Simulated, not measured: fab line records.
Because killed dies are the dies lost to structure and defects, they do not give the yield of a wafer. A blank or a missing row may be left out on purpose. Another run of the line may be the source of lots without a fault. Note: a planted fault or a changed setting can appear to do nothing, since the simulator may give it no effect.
fab line records ; flow sky130
record: lots: 6; wafers: 18; last-day: 49
route steps=708 shown RES_XHIGH@339 SD_N@342 SD_P@359
lots that met no fault: taken from a fault-free run of the same line
start-h: the number of hours between the record's first day and the start of the first shown wafer of the lot ; wait-h: how many hours have passed since the lot's step before this one ; " unchanged from the row above ; L1.1+2: a single row standing in for several wafers ; - no value, or no start was given ; * or withheld: withheld ; < > ~ a bound
route shown NAME@n: names a module that has steps shown in the file, with the first one's number in the route ; usual: the fault-free wafers' mean and standard deviation ; same: alike in all rows ; chamber/n: place in a boat ; sites: each site's reading ; _std_site: their standard deviation ; _edge_site: inner sites' mean taken away from outer sites' mean ; radius-mm: how far each site lies from the wafer's centre ; mask NAME#n: copy n ; behind: the last tool/chamber to shape the wafer ; hold: what put the lot on hold/how long, in hours/how the hold closed ; device: names the non-switching transistor (n, p or np) ; end of line: tests of these same wafers at the route's end ; a step without rows: its recipe alone ; killed: dies lost to structure and defects at the first sort, not the wafer's yield ; map: a wafer's dies, x killed, . not, _ none there
set.NAME: the setting that was run; set.NAME@STEP: the one run at that earlier step ; model.NAME: the simulator's own value behind a step, which no gauge read
certain route steps with their lots: each step a table, each wafer a row
services: when a tool's chamber went out of use (start-h, in hours from the record's first day, below 0 if earlier), for how many hours, and the reason
== steps ==
step: SKY_RES_XHIGH_IMPLANT_07
recipe: species: BF2; energy-kev: 20; dose-cm2: 3.6e+14; tilt-deg: 0
step: SKY_RES_XHIGH_STRIP_08
recipe: chemistry: O2/N2; power-w: 1400; pressure-mtorr: 1500; platen-temp-c: withheld; o2-flow-sccm: 3000; n2-flow-sccm: 300; overash-fraction: 0.5
usual: drypump-motor-current-A: 5.7/0.43; oes-product-au: 0.711/0.0048; strip-time-to-endpoint-s: 14.29/0.035
lot.wafer;tool;chamber;start-h;wait-h;drypump-motor-current-A;oes-product-au;rf-hours-counter-h;strip-time-to-endpoint-s
L216.1;plasma-asher-04;1;633.21;0.1;5.6;0.709;83;14.33
L216.2;plasma-asher-04;0;633.21;0.1;6.0;0.718;83;14.36
L216.5;plasma-asher-04;0;633.21;0.1;5.9;0.722;-;14.39
L220.1;plasma-asher-04;1;653.83;0.1;5.6;0.702;86;14.24
L220.3;plasma-asher-04;1;653.83;0.1;5.6;0.705;-;14.27
L220.5;plasma-asher-04;1;653.83;0.1;5.7;0.715;-;14.30
L222.1;plasma-asher-02;0;679.21;0.1;6.0;0.712;26;14.27
L222.2;plasma-asher-02;1;679.21;0.1;5.0;0.712;26;14.28
L222.5;plasma-asher-02;1;679.21;0.1;5.0;0.708;-;14.28
L225.2;plasma-asher-02;1;692.81;0.1;5.0;0.713;27;14.28
L225.5;plasma-asher-02;1;692.81;0.1;5.0;0.706;-;14.21
L225.6;plasma-asher-02;0;692.81;0.1;6.0;0.719;-;14.31
L229.1;plasma-asher-03;0;722.11;0.1;6.3;0.709;57;14.28
L229.2;plasma-asher-03;1;722.11;0.1;5.9;0.713;57;14.29
L229.5;plasma-asher-03;1;722.11;0.1;5.9;0.712;-;14.31
L232.2;plasma-asher-02;0;745.11;0.1;6.0;0.709;34;14.30
L232.4;plasma-asher-02;0;745.11;0.1;6.0;0.714;-;14.31
L232.6;plasma-asher-02;0;745.11;0.1;6.0;0.710;-;14.29
step: SKY_RES_XHIGH_TW_MEAS_09
usual: RES_XHIGH_TW: 1622/6.5
lot.wafer;tool;chamber;start-h;wait-h;RES_XHIGH_TW
L216.1;film-metro-01;-;633.31;0.1;1620
L216.2;film-metro-01;-;633.31;0.1;1615
L216.5;film-metro-01;-;633.31;0.1;1620
L220.1;film-metro-03;-;653.93;0.1;1620
L220.3;film-metro-03;-;653.93;0.1;1616
L220.5;film-metro-03;-;653.93;0.1;1619
L222.1;film-metro-03;-;679.31;0.1;1625
L222.2;film-metro-03;-;679.31;0.1;1607
L222.5;film-metro-03;-;679.31;0.1;1620
L225.2;film-metro-03;-;692.92;0.1;1609
L225.5;film-metro-03;-;692.92;0.1;1613
L225.6;film-metro-03;-;692.92;0.1;1619
L229.1;film-metro-04;-;722.21;0.1;1621
L229.2;film-metro-04;-;722.21;0.1;1623
L229.5;film-metro-04;-;722.21;0.1;1624
L232.2;film-metro-04;-;745.22;0.1;1635
L232.4;film-metro-04;-;745.22;0.1;1625
L232.6;film-metro-04;-;745.22;0.1;1626
step: SKY_SD_N_DEHYDRATE_00
recipe: temp-c: 200; time-s: 60
step: SKY_SD_N_HMDS_01
recipe: prime-time-s: 60; prime-temp-c: 120
step: SKY_SD_N_COAT_02
recipe: resist: NOVOLAK; spin-rpm: 3000; resist-thk-nm: 1140
step: SKY_SD_N_SOFTBAKE_03
recipe: temp-c: 90; time-s: 60; resist: NOVOLAK
step: SKY_SD_N_EXPOSE_04
recipe: mask-id: NSDM; na: 0.6; source-shape: conventional; sigma-outer: 0.6; polarization: unpolarized; target-cd-nm: 380; dose-mj: 142.8
step: SKY_SD_N_PEB_05
recipe: temp-c: withheld; time-s: *; resist: NOVOLAK
step: SKY_SD_N_DEVELOP_06
recipe: resist: NOVOLAK; developer: TMAH; develop-time-s: 60; dev-temp-c: 23
step: SKY_SD_N_CD_MEAS_07
recipe: target-cd-nm: 380
usual: cd-nm: 379.3/2
lot.wafer;tool;chamber;start-h;wait-h;cd-nm
L216.1;cd-sem-01;-;662.19;0.1;375.2
L216.2;cd-sem-01;-;662.19;0.1;377.8
L216.5;cd-sem-01;-;662.19;0.1;375.7
L220.1;cd-sem-02;-;681.56;0.1;380.7
L220.3;cd-sem-02;-;681.56;0.1;380.1
L220.5;cd-sem-02;-;681.56;0.1;378.4
L222.1;cd-sem-02;-;708.19;0.1;379.7
L222.2;cd-sem-02;-;708.19;0.1;377.2
L222.5;cd-sem-02;-;708.19;0.1;378.9
L225.2;cd-sem-01;-;720.61;0.1;378.1
L225.5;cd-sem-01;-;720.61;0.1;376.7
L225.6;cd-sem-01;-;720.61;0.1;377.4
L229.1;cd-sem-02;-;749.69;0.1;379.5
L229.2;cd-sem-02;-;749.69;0.1;382.3
L229.5;cd-sem-02;-;749.69;0.1;381.8
L232.2;cd-sem-02;-;772.41;0.1;378.0
L232.4;cd-sem-02;-;772.41;0.1;377.2
L232.6;cd-sem-02;-;772.41;0.1;378.7
step: SKY_SD_N_OVL_MEAS_08
usual: SD_N_OVL: 0.8/1.2
lot.wafer;tool;chamber;start-h;wait-h;SD_N_OVL[nm]
L216.1;overlay-02;-;662.31;0.1;-0.7
L216.2;overlay-02;-;662.31;0.1;0.6
L216.5;overlay-02;-;662.31;0.1;-1.1
L220.1;overlay-02;-;681.68;0.1;0.9
L220.3;overlay-02;-;681.68;0.1;0.3
L220.5;overlay-02;-;681.68;0.1;-0.7
L222.1;overlay-01;-;708.31;0.1;4.1
L222.2;overlay-01;-;708.31;0.1;0.9
L222.5;overlay-01;-;708.31;0.1;3.3
L225.2;overlay-01;-;720.72;0.1;1.4
L225.5;overlay-01;-;720.72;0.1;0.8
L225.6;overlay-01;-;720.72;0.1;0.7
L229.1;overlay-02;-;749.81;0.1;2.8
L229.2;overlay-02;-;749.81;0.1;2.8
L229.5;overlay-02;-;749.81;0.1;3.2
L232.2;overlay-01;-;772.52;0.1;-1.1
L232.4;overlay-01;-;772.52;0.1;-0.4
L232.6;overlay-01;-;772.52;0.1;-1.3
step: SKY_SD_N_IMPLANT_09
recipe: species: As; energy-kev: 50; dose-cm2: 4e+15; tilt-deg: 0
usual: faraday-current-uA: 13016/1500
lot.wafer;tool;chamber;start-h;wait-h;faraday-current-uA
L216.1;implanter-02;0;662.35;0.0;11211
L216.2;implanter-02;0;662.35;0.0;11452
L216.5;implanter-02;0;662.35;0.0;11109
L220.1;implanter-01;0;681.71;0.0;14411
L220.3;implanter-01;0;681.71;0.0;14793
L220.5;implanter-01;0;681.71;0.0;15229
L222.1;implanter-01;0;708.35;0.0;19979
L222.2;implanter-01;0;708.35;0.0;19104
L222.5;implanter-01;0;708.35;0.0;19374
L225.2;implanter-01;0;720.77;0.0;20000
L225.5;implanter-01;0;720.77;0.0;19033
L225.6;implanter-01;0;720.77;0.0;19640
L229.1;implanter-03;0;749.85;0.0;13538
L229.2;implanter-03;0;749.85;0.0;13000
L229.5;implanter-03;0;749.85;0.0;12803
L232.2;implanter-03;0;772.57;0.0;13524
L232.4;implanter-03;0;772.57;0.0;13873
L232.6;implanter-03;0;772.57;0.0;13870
step: SKY_SD_N_IMPLANT_10
recipe: species: P; energy-kev: 20; dose-cm2: 1e+14; tilt-deg: 0
step: SKY_SD_N_STRIP_11
recipe: chemistry: O2/N2; power-w: 1400; pressure-mtorr: 1500; platen-temp-c: withheld; o2-flow-sccm: 3000; n2-flow-sccm: 300; overash-fraction: 0.5
usual: drypump-motor-current-A: 5.9/0.52; oes-product-au: 0.528/0.0048; strip-time-to-endpoint-s: 22.55/0.041
lot.wafer;tool;chamber;start-h;wait-h;drypump-motor-current-A;oes-product-au;rf-hours-counter-h;strip-time-to-endpoint-s
L216.1;plasma-asher-02;1;662.65;0.1;5.0;0.526;24;22.55
L216.2;plasma-asher-02;0;662.65;0.1;6.0;0.518;24;22.51
L216.5;plasma-asher-02;0;662.65;0.1;6.0;0.528;-;22.54
L220.1;plasma-asher-03;1;682.01;0.1;5.9;0.532;55;22.55
L220.3;plasma-asher-03;0;682.01;0.1;6.4;0.531;-;22.57
L220.5;plasma-asher-03;0;682.01;0.1;6.3;0.525;-;22.59
L222.1;plasma-asher-01;1;708.65;0.1;6.8;0.542;97;21.62
L222.2;plasma-asher-01;0;708.65;0.1;5.5;0.544;97;21.65
L222.5;plasma-asher-01;1;708.65;0.1;6.7;0.538;-;21.64
L225.2;plasma-asher-03;1;721.05;0.1;5.9;0.538;57;21.63
L225.5;plasma-asher-03;1;721.05;0.1;5.9;0.536;-;21.58
L225.6;plasma-asher-03;0;721.05;0.1;6.3;0.544;-;21.62
L229.1;plasma-asher-01;1;750.15;0.1;6.7;0.523;1;22.49
L229.2;plasma-asher-01;0;750.15;0.1;5.6;0.532;1;22.48
L229.5;plasma-asher-01;1;750.15;0.1;6.7;0.525;-;22.55
L232.2;plasma-asher-01;0;772.85;0.1;5.6;0.531;3;22.57
L232.4;plasma-asher-01;0;772.85;0.1;5.6;0.528;-;22.52
L232.6;plasma-asher-01;0;772.85;0.1;5.5;0.533;-;22.58
step: SKY_SD_N_TW_MEAS_12
usual: SD_N_TW: 3932/23
lot.wafer;tool;chamber;start-h;wait-h;SD_N_TW
L216.1;film-metro-01;-;662.75;0.1;3965
L216.2;film-metro-01;-;662.75;0.1;3944
L216.5;film-metro-01;-;662.75;0.1;3944
L220.1;film-metro-04;-;682.11;0.1;3925
L220.3;film-metro-04;-;682.11;0.1;3907
L220.5;film-metro-04;-;682.11;0.1;3920
L222.1;film-metro-04;-;708.75;0.1;3918
L222.2;film-metro-04;-;708.75;0.1;3940
L222.5;film-metro-04;-;708.75;0.1;3953
L225.2;film-metro-04;-;721.16;0.1;3898
L225.5;film-metro-04;-;721.16;0.1;3915
L225.6;film-metro-04;-;721.16;0.1;3902
L229.1;film-metro-01;-;750.25;0.1;3937
L229.2;film-metro-01;-;750.25;0.1;3938
L229.5;film-metro-01;-;750.25;0.1;3935
L232.2;film-metro-04;-;772.96;0.1;3942
L232.4;film-metro-04;-;772.96;0.1;3944
L232.6;film-metro-04;-;772.96;0.1;3929
step: SKY_SD_N_CLEAN_13
recipe: chemistry: SC1/SC2; mix: 1:4:20; temp-c: 70; time-s: 150; dry: n2-spin
step: SKY_SD_N_RTA_14
recipe: temp-c: 1075; time-s: 2; idle-temp-c: 650; ramp-up-c-per-s: 150; ramp-down-c-per-s: 90; ambient: N2
usual: chamber-o2-ppm: 1.998/0.022; lamp-power-pct: 15.74/0.05; wafer_temp_C_max: 1077.9/1.2
lot.wafer;tool;chamber;start-h;wait-h;chamber-o2-ppm;lamp-power-pct;wafer_temp_C_max
L216.1;rtp-anneal-02;0;662.86;0.0;2.033;15.73;1079.0
L216.2;rtp-anneal-02;0;662.86;0.0;2.009;15.69;1078.2
L216.5;rtp-anneal-02;0;662.86;0.0;1.976;15.70;1076.8
L220.1;rtp-anneal-02;0;682.22;0.0;2.038;15.75;1077.7
L220.3;rtp-anneal-02;0;682.22;0.0;1.988;15.70;1078.0
L220.5;rtp-anneal-02;0;682.22;0.0;1.994;15.74;1080.0
L222.1;rtp-anneal-01;0;708.86;0.0;1.999;15.71;1077.4
L222.2;rtp-anneal-01;0;708.86;0.0;1.980;15.67;1079.4
L222.5;rtp-anneal-01;0;708.86;0.0;2.014;15.71;1078.4
L225.2;rtp-anneal-01;0;721.27;0.0;1.996;15.75;1078.1
L225.5;rtp-anneal-01;0;721.27;0.0;1.986;15.88;1078.6
L225.6;rtp-anneal-01;0;721.27;0.0;1.989;15.72;1078.4
L229.1;rtp-anneal-01;0;750.36;0.0;2.001;15.83;1077.9
L229.2;rtp-anneal-01;0;750.36;0.0;2.026;15.75;1078.5
L229.5;rtp-anneal-01;0;750.36;0.0;1.991;15.68;1079.9
L232.2;rtp-anneal-02;0;773.07;0.0;2.014;15.72;1077.2
L232.4;rtp-anneal-02;0;773.07;0.0;1.970;15.73;1078.1
L232.6;rtp-anneal-02;0;773.07;0.0;1.974;15.73;1078.7
step: SKY_SD_N_RS_MEAS_16
recipe: thk-meas-gauge: four-point-probe
usual: SD_N_RS: 68.56/0.11
lot.wafer;tool;chamber;start-h;wait-h;hold;SD_N_RS[ohm/sq]
L216.1;film-metro-01;-;663.03;0.1;-;68.66
L216.2;film-metro-01;-;663.03;0.1;-;68.60
L216.5;film-metro-01;-;663.03;0.1;-;68.50
L220.1;film-metro-03;-;682.40;0.1;-;68.34
L220.3;film-metro-03;-;682.40;0.1;-;68.49
L220.5;film-metro-03;-;682.40;0.1;-;68.43
L222.1;film-metro-01;-;709.03;0.1;await-dispo/0.2h/release;71.04
L222.2;film-metro-01;-;709.03;0.1;await-dispo/0.2h/release;71.11
L222.5;film-metro-01;-;709.03;0.1;await-dispo/0.2h/release;71.19
L222.1;film-metro-01;-;709.39;0.3;-;71.07
L222.2;film-metro-01;-;709.39;0.3;-;71.09
L222.5;film-metro-01;-;709.39;0.3;-;71.15
L225.2;film-metro-01;-;721.45;0.1;await-dispo/0.2h/release;70.96
L225.5;film-metro-01;-;721.45;0.1;await-dispo/0.2h/release;71.00
L225.6;film-metro-01;-;721.45;0.1;await-dispo/0.2h/release;71.00
L225.2;film-metro-01;-;721.81;0.3;-;71.06
L225.5;film-metro-01;-;721.81;0.3;-;71.02
L225.6;film-metro-01;-;721.81;0.3;-;70.90
L229.1;film-metro-04;-;750.53;0.1;-;68.64
L229.2;film-metro-04;-;750.53;0.1;-;68.58
L229.5;film-metro-04;-;750.53;0.1;-;68.69
L232.2;film-metro-03;-;773.26;0.1;-;68.60
L232.4;film-metro-03;-;773.26;0.1;-;68.46
L232.6;film-metro-03;-;773.26;0.1;-;68.22
step: SKY_SD_N_RS_MEAS_17
recipe: thk-meas-gauge: four-point-probe
usual: SD_P_RS: 147.1/0.33
lot.wafer;tool;chamber;start-h;wait-h;hold;SD_P_RS[ohm/sq]
L216.1;film-metro-01;-;663.15;0.1;-;147.2
L216.2;film-metro-01;-;663.15;0.1;-;147.1
L216.5;film-metro-01;-;663.15;0.1;-;147.5
L220.1;film-metro-03;-;682.52;0.1;-;146.5
L220.3;film-metro-03;-;682.52;0.1;-;146.1
L220.5;film-metro-03;-;682.52;0.1;-;146.3
L222.1;film-metro-01;-;710.55;1.1;await-dispo/1.0h/release;147.1
L222.2;film-metro-01;-;710.55;1.1;await-dispo/1.0h/release;147.2
L222.5;film-metro-01;-;710.55;1.1;await-dispo/1.0h/release;147.5
L225.2;film-metro-01;-;725.95;4.1;await-dispo/4.0h/release;146.9
L225.5;film-metro-01;-;725.95;4.1;await-dispo/4.0h/release;146.9
L225.6;film-metro-01;-;725.95;4.1;await-dispo/4.0h/release;147.5
L229.1;film-metro-04;-;750.65;0.1;-;147.4
L229.2;film-metro-04;-;750.65;0.1;-;147.3
L229.5;film-metro-04;-;750.65;0.1;-;147.2
L232.2;film-metro-03;-;773.38;0.1;-;146.4
L232.4;film-metro-03;-;773.38;0.1;-;146.8
L232.6;film-metro-03;-;773.38;0.1;-;146.5
== services ==
tool;chamber;start-h;hours;kind
plasma-asher-02;-;611.59;2.8;pm
implanter-03;-;613.42;0.8;repair
plasma-asher-01;-;619.80;1.5;repair
plasma-asher-03;-;628.41;30.1;repair
plasma-asher-03;-;660.11;2.8;pm
plasma-asher-03;-;694.39;1.4;repair
plasma-asher-04;-;695.19;4.2;repair
implanter-03;-;695.82;4.9;pm
implanter-03;-;701.54;2.3;repair
plasma-asher-03;-;702.17;14.1;repair
plasma-asher-03;-;703.84;0.6;repair
rtp-anneal-01;-;714.91;1.9;pm
implanter-03;-;720.65;2.0;repair
plasma-asher-01;-;733.75;9.0;pm
plasma-asher-01;0;733.75;9.0;vent-cycle
plasma-asher-01;1;733.75;9.0;vent-cycle
plasma-asher-01;0;742.75;-;clean
plasma-asher-01;1;742.75;-;clean
implanter-01;-;753.55;6.8;repair
== key ==
first-sign: step: SKY_SD_N_IMPLANT_09; reading: faraday-current-uA; direction: up; sigmas: 4.4; usual: 13016; struck: 19522
effect: step: SKY_SD_N_STRIP_11; reading: strip-time-to-endpoint-s; direction: down; sigmas: 23; usual: *; struck: *
effect: step: SKY_SD_N_RS_MEAS_16; reading: visit; direction: added
effect: step: SKY_SD_N_RS_MEAS_16; reading: SD_N_RS; direction: up; sigmas: 24; usual: 68.56; struck: 71.05
met-at SKY_SD_N_IMPLANT_09
struck-wafers L222.1,L222.2,L222.5,L225.2,L225.5,L225.6
rows-end L222.1,L222.2,L222.5
tester-left-out L225
onset-between 681.71 708.35
fault: kind: process-parameter-drift; tool: implanter-01; chamber: -; onset-h: 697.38; steps: SKY_SD_N_IMPLANT_09; channel: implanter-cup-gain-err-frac; offset: 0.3; shape: step; end-h: 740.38
tester-left-out: of these lots the tester's yield and bins aren't shown, on N5 and GAA mostly nor the transistor test; their killed dies are dies lost to structure and defects alone, not to doping, threshold or leakage, so they don't give the yield
rows-end: these wafers met a further fault down the route, and their rows from its step on are left out
